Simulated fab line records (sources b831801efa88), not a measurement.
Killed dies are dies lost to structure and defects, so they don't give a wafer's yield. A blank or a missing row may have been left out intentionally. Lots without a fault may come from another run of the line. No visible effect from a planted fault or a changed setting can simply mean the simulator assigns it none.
fab line records -- flow gf180mcu
record: lots: 5, wafers: 14, lastDay: 33
route steps=602 shown V5@551
lots untouched by any fault: they come from a run of this same line in which no faults occurred
startH: start of the lot's first displayed wafer, in hours after the record's first day -- waitH: hours elapsed since this lot's preceding step -- " unchanged from the row above -- L1.1+2: several wafers, shown together as one row -- - no value, or no start was given -- * or withheld: withheld -- < > ~ a bound
route shown NAME@n: NAME is a module with steps in the file, n the number in the route of the first one -- usual: average and standard deviation across the fault-free wafers -- same: alike in all rows -- chamber/n: place in a boat -- sites: each site's reading -- _std_site: the standard deviation of these -- _edge_site: the outer-site mean with the inner-site mean subtracted -- radiusMm: for every site, how far away it sits from the centre of the wafer -- mask NAME#n: copy n -- behind: tool/chamber where the wafer was last shaped -- hold: why the lot was held/for how many hours/how that ended -- device: which transistor (n, p or np) failed to switch -- end of line: at the end of the route, the tests of the same wafers -- where a step has no rows: the recipe by itself -- killed: count of dies lost to structure and defects at first sort (not the wafer's yield) -- map: per-die view of a wafer (x killed, . not killed, _ where there is no die)
set.NAME: the setting as run; set.NAME@STEP: as run at that earlier step -- model.NAME: the simulator's own value behind a step, which no gauge read
lots at selected steps of the route; one table per step, one row per wafer
services: from which hour (startH, from the record's first day; less than 0 if before it) a tool's chamber was out of use, for how many hours, and why
== steps ==
step: GF_V5_EXPOSE_11
recipe: maskId: Via5, targetCdNm: 260, na: 0.68, sourceShape: conventional, sigmaOuter: 0.6, doseMj: 38
step: GF_V5_PEB_12
recipe: pebTempC: 135, pebTimeS: 90, resist: KrF
step: GF_V5_DEVELOP_13
recipe: developTimeS: 60, resist: KrF, devTempC: 21
step: GF_V5_CD_MEAS_14
recipe: targetCdNm: 260
usual: cdNm: 260.2/1.6
lot.wafer,tool,chamber,startH,waitH,cdNm
L904.2,cdSem-01,-,649.24,0.1,260.5
L904.3,cdSem-01,-,649.24,0.1,261.4
L904.4,cdSem-01,-,649.24,0.1,261.6
L909.4,cdSem-02,-,688.49,0.1,261.3
L909.5,cdSem-02,-,688.49,0.1,261.5
L916.1,cdSem-01,-,741.43,0.1,262.8
L916.2,cdSem-01,-,741.43,0.1,262.6
L916.5,cdSem-01,-,741.43,0.1,263.1
L917.1,cdSem-02,-,752.82,0.1,259.0
L917.3,cdSem-02,-,752.82,0.1,259.3
L917.6,cdSem-02,-,752.82,0.1,257.4
L919.3,cdSem-01,-,757.61,0.1,259.9
L919.4,cdSem-01,-,757.61,0.1,258.0
L919.5,cdSem-01,-,757.61,0.1,258.5
step: GF_V5_OVL_MEAS_15
usual: V5_OVL: 0/5.8
lot.wafer,tool,chamber,startH,waitH,V5_OVL[nm]
L904.2,overlay-01,-,649.35,0.1,-2
L904.3,overlay-01,-,649.35,0.1,3
L904.4,overlay-01,-,649.35,0.1,-3
L909.4,overlay-01,-,688.57,0.1,-4
L909.5,overlay-01,-,688.57,0.1,-9
L916.1,overlay-01,-,741.55,0.1,6
L916.2,overlay-01,-,741.55,0.1,2
L916.5,overlay-01,-,741.55,0.1,7
L917.1,overlay-02,-,752.94,0.1,3
L917.3,overlay-02,-,752.94,0.1,-1
L917.6,overlay-02,-,752.94,0.1,-2
L919.3,overlay-01,-,757.70,0.1,-8
L919.4,overlay-01,-,757.70,0.1,-8
L919.5,overlay-01,-,757.70,0.1,-9
step: GF_V5_ETCH_16
recipe: chemistry: N2/H2, targetDepthA: withheld, overetchA: withheld, timeS: withheld, target: BARC, ionEnergyEv: 200, sourceW: 500, biasW: 100, pressureMtorr: 30, n2FlowSccm: 100, h2FlowSccm: 200
usual: drypumpMotorCurrentA: 5.7/0.43, oesProductAu: 0.855/0.0047, throttleValvePct: 13.225/0.0088
lot.wafer,tool,chamber,startH,waitH,drypumpMotorCurrentA,oesProductAu,throttleValvePct
L904.2,rieDiel-03,2,649.38,0.0,6.0,0.856,13.228
L904.3,rieDiel-03,1,649.38,0.0,5.2,0.864,13.224
L904.4,rieDiel-03,3,649.38,0.0,5.4,0.861,13.225
L909.4,rieDiel-02,0,688.59,0.0,6.3,0.853,13.212
L909.5,rieDiel-02,1,688.59,0.0,5.2,0.848,13.222
L916.1,rieDiel-01,2,741.59,0.0,5.8,0.864,13.223
L916.2,rieDiel-01,0,741.59,0.0,5.8,0.853,13.239
L916.5,rieDiel-01,1,741.59,0.0,5.5,0.859,13.222
L917.1,rieDiel-02,2,752.97,0.0,4.9,0.853,13.215
L917.3,rieDiel-02,1,752.97,0.0,5.3,0.854,13.234
L917.6,rieDiel-02,3,752.97,0.0,6.5,0.848,13.220
L919.3,rieDiel-03,3,757.72,0.0,5.5,0.849,13.222
L919.4,rieDiel-03,3,757.72,0.0,5.5,0.863,13.235
L919.5,rieDiel-03,2,757.72,0.0,6.0,0.852,13.221
step: GF_V5_ETCH_17
recipe: chemistry: C4F8/O2/Ar, maskMaterial: KrF, target: SiO2, stopOn: TiN, sourceW: 1500, biasW: 1200, pressureMtorr: 40, c4f8FlowSccm: withheld, O2_flow_sccm: 6, Ar_flow_sccm: 300, timeS: withheld, targetDepthA: 8550
usual: oesProductAu: 0.859/0.0048
lot.wafer,tool,chamber,startH,waitH,oesProductAu
L904.2,rieDiel-03,2,-,-,0.857
L904.3,rieDiel-03,1,-,-,0.850
L904.4,rieDiel-03,3,-,-,0.862
L909.4,rieDiel-02,0,-,-,0.864
L909.5,rieDiel-02,1,-,-,0.861
L916.1,rieDiel-01,2,-,-,0.855
L916.2,rieDiel-01,0,-,-,0.854
L916.5,rieDiel-01,1,-,-,0.861
L917.1,rieDiel-02,2,-,-,0.861
L917.3,rieDiel-02,1,-,-,0.865
L917.6,rieDiel-02,3,-,-,0.860
L919.3,rieDiel-03,3,-,-,0.851
L919.4,rieDiel-03,3,-,-,0.866
L919.5,rieDiel-03,2,-,-,0.862
step: GF_V5_STRIP_18
recipe: chemistry: O2/N2, powerW: 1400, pressureMtorr: 1500, platenTempC: 250, o2FlowSccm: 3000, n2FlowSccm: 300, overashFraction: 0.5
usual: drypumpMotorCurrentA: 5.8/0.63, heaterPowerW: 327/27, oesProductAu: 0.569/0.0048
lot.wafer,tool,chamber,startH,waitH,drypumpMotorCurrentA,heaterPowerW,oesProductAu,rfHoursCounterH
L904.2,plasmaAsher-02,0,649.53,-,5.3,314,0.565,54
L904.3,plasmaAsher-02,1,649.53,-,5.0,336,0.570,-
L904.4,plasmaAsher-02,0,649.53,-,5.3,319,0.569,-
L909.4,plasmaAsher-04,1,688.78,-,5.1,308,0.577,-
L909.5,plasmaAsher-04,1,688.78,-,5.1,309,0.577,-
L916.1,plasmaAsher-03,1,741.74,-,6.7,346,0.580,30
L916.2,plasmaAsher-03,0,741.74,-,6.1,355,0.565,30
L916.5,plasmaAsher-03,1,741.74,-,6.7,331,0.573,-
L917.1,plasmaAsher-03,1,753.13,-,6.7,340,0.572,31
L917.3,plasmaAsher-03,0,753.13,-,6.1,364,0.565,-
L917.6,plasmaAsher-03,0,753.13,-,6.1,361,0.572,-
L919.3,plasmaAsher-02,1,757.91,-,5.0,337,0.571,-
L919.4,plasmaAsher-02,0,757.91,-,5.4,319,0.580,-
L919.5,plasmaAsher-02,1,757.91,-,5.0,336,0.562,-
step: GF_V5_STRIP_19
recipe: chemistry: postEtchResidueRemover, timeS: 1200, tempC: 72.5
step: GF_V5_CLEAN_20
recipe: chemistry: DIW, dry: n2Spin
step: GF_V5_SPUTTER_21
recipe: material: Ti, targetThkNm: 15, chamberPressurePa: 5, powerW: 2500, substrateTempC: 200, timeS: 80.02
usual: throttleValvePct: 30.1/1.4
lot.wafer,tool,chamber,startH,waitH,throttleValvePct
L904.2,pvdSputter-03,-,650.07,0.0,28.2
L904.3,pvdSputter-03,-,650.07,0.0,32.2
L904.4,pvdSputter-03,-,650.07,0.0,30.4
L909.4,pvdSputter-03,-,689.31,0.0,29.4
L909.5,pvdSputter-03,-,689.31,0.0,28.0
L916.1,pvdSputter-03,-,742.31,0.0,29.5
L916.2,pvdSputter-03,-,742.31,0.0,32.5
L916.5,pvdSputter-03,-,742.31,0.0,30.7
L917.1,pvdSputter-02,-,753.68,0.0,28.6
L917.3,pvdSputter-02,-,753.68,0.0,29.2
L917.6,pvdSputter-02,-,753.68,0.0,29.0
L919.3,pvdSputter-03,-,758.44,0.0,28.3
L919.4,pvdSputter-03,-,758.44,0.0,30.4
L919.5,pvdSputter-03,-,758.44,0.0,30.3
step: GF_V5_SPUTTER_22
recipe: material: TiN, targetThkNm: 10, chamberPressurePa: 5, powerW: 4000, timeS: 40
usual: throttleValvePct: 30.1/1.4
lot.wafer,tool,chamber,startH,waitH,throttleValvePct
L904.2,pvdSputter-03,-,650.13,0.0,28.1
L904.3,pvdSputter-03,-,650.13,0.0,32.1
L904.4,pvdSputter-03,-,650.13,0.0,30.6
L909.4,pvdSputter-03,-,689.36,0.0,29.7
L909.5,pvdSputter-03,-,689.36,0.0,28.2
L916.1,pvdSputter-03,-,742.37,0.0,29.8
L916.2,pvdSputter-03,-,742.37,0.0,32.3
L916.5,pvdSputter-03,-,742.37,0.0,30.4
L917.1,pvdSputter-02,-,753.75,0.0,29.0
L917.3,pvdSputter-02,-,753.75,0.0,29.3
L917.6,pvdSputter-02,-,753.75,0.0,28.9
L919.3,pvdSputter-03,-,758.50,0.0,28.2
L919.4,pvdSputter-03,-,758.50,0.0,30.4
L919.5,pvdSputter-03,-,758.50,0.0,30.4
step: GF_V5_CVD_23
recipe: material: W, targetThkNm: 350, timeS: 104.9, tempC: 400, pressureTorr: 40
usual: chamberPressureTorr: 40.02/0.089, heaterPowerW: 860/60
lot.wafer,tool,chamber,startH,waitH,chamberPressureTorr,heaterPowerW,model.W_of_V5_CVD_23.thkNm
L904.2,cvdW-01,0,650.17,0.0,40.13,770,349.9
L904.3,cvdW-01,1,650.17,0.0,40.19,956,347.7
L904.4,cvdW-01,0,650.17,0.0,39.93,762,347.2
L909.4,cvdW-01,1,689.42,0.0,39.95,959,344.1
L909.5,cvdW-01,1,689.42,0.0,40.08,936,361.2
L916.1,cvdW-02,1,742.41,0.0,40.02,926,344.2
L916.2,cvdW-02,0,742.41,0.0,39.97,813,355.7
L916.5,cvdW-02,1,742.41,0.0,39.74,917,345.7
L917.1,cvdW-02,0,753.78,0.0,39.94,804,356.1
L917.3,cvdW-02,1,753.78,0.0,40.06,891,349.8
L917.6,cvdW-02,0,753.78,0.0,39.84,809,355.2
L919.3,cvdW-02,0,758.58,0.1,40.03,829,355.1
L919.4,cvdW-02,1,758.58,0.1,40.20,918,353
L919.5,cvdW-02,0,758.58,0.1,40.21,831,357.1
step: GF_V5_RS_MEAS_24
recipe: thkMeasGauge: four-point-probe, reads: W_of_V5_CVD_23+TiN_of_V5_SPUTTER_22+Ti_of_V5_SPUTTER_21
usual: V5_W_RS: 0.327/0.0046
lot.wafer,tool,chamber,startH,waitH,V5_W_RS[ohm/sq]
L904.2,filmMetro-01,-,650.30,0.1,0.327
L904.3,filmMetro-01,-,650.30,0.1,0.329
L904.4,filmMetro-01,-,650.30,0.1,0.330
L909.4,filmMetro-02,-,689.56,0.1,0.332
L909.5,filmMetro-02,-,689.56,0.1,0.316
L916.1,filmMetro-02,-,742.52,0.1,0.332
L916.2,filmMetro-02,-,742.52,0.1,0.322
L916.5,filmMetro-02,-,742.52,0.1,0.331
L917.1,filmMetro-02,-,753.90,0.1,0.321
L917.3,filmMetro-02,-,753.90,0.1,0.326
L917.6,filmMetro-02,-,753.90,0.1,0.322
L919.3,filmMetro-02,-,758.69,0.1,0.322
L919.4,filmMetro-02,-,758.69,0.1,0.323
L919.5,filmMetro-02,-,758.69,0.1,0.320
== services ==
tool,chamber,startH,hours,kind
pvdSputter-03,-,629.16,1.8,repair
cvdW-02,1,631.22,4.6,repair
pvdSputter-03,-,634.48,7.4,repair
plasmaAsher-03,-,637.33,4.2,repair
rieDiel-02,-,641.27,2.8,pm
plasmaAsher-03,-,652.72,15.6,pm
cvdW-02,-,664.74,2.8,repair
rieDiel-02,0,666.52,-,clean
rieDiel-02,0,666.52,16.2,scheduledDown
rieDiel-02,0,666.52,16.2,ventCycle
pvdSputter-03,0,672.37,-,consumableReplace:kit
pvdSputter-03,0,672.37,18.0,scheduledDown
pvdSputter-03,0,672.37,18.0,ventCycle
plasmaAsher-03,-,680.19,3.6,repair
pvdSputter-02,-,687.37,6.2,repair
plasmaAsher-02,-,718.16,14.6,pm
pvdSputter-02,-,745.61,5.0,repair
rieDiel-01,2,746.13,8.9,repair
cvdW-01,1,750.34,4.0,repair
rieDiel-01,1,752.07,8.5,repair
rieDiel-03,0,752.49,5.7,repair
cvdW-01,-,754.77,28.1,pm
== key ==
firstSign none at tools or gauges
modelEffect: step: GF_V5_CVD_23, value: W_of_V5_CVD_23.thkNm, without: 349.2, struck: 361.2
metAt GF_V5_CVD_23
struckWafers L909.5
onsetBetween 650.17 689.42
fault: kind: processParameterDrift, tool: cvdW-01, chamber: -, onsetH: 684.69, steps: GF_V5_CVD_23, channel: targetThkNm, offset: 12.073, shape: step, endH: 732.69, scope: struckWafersOnly, actsIn: theseRecipesOnly, stated: 350
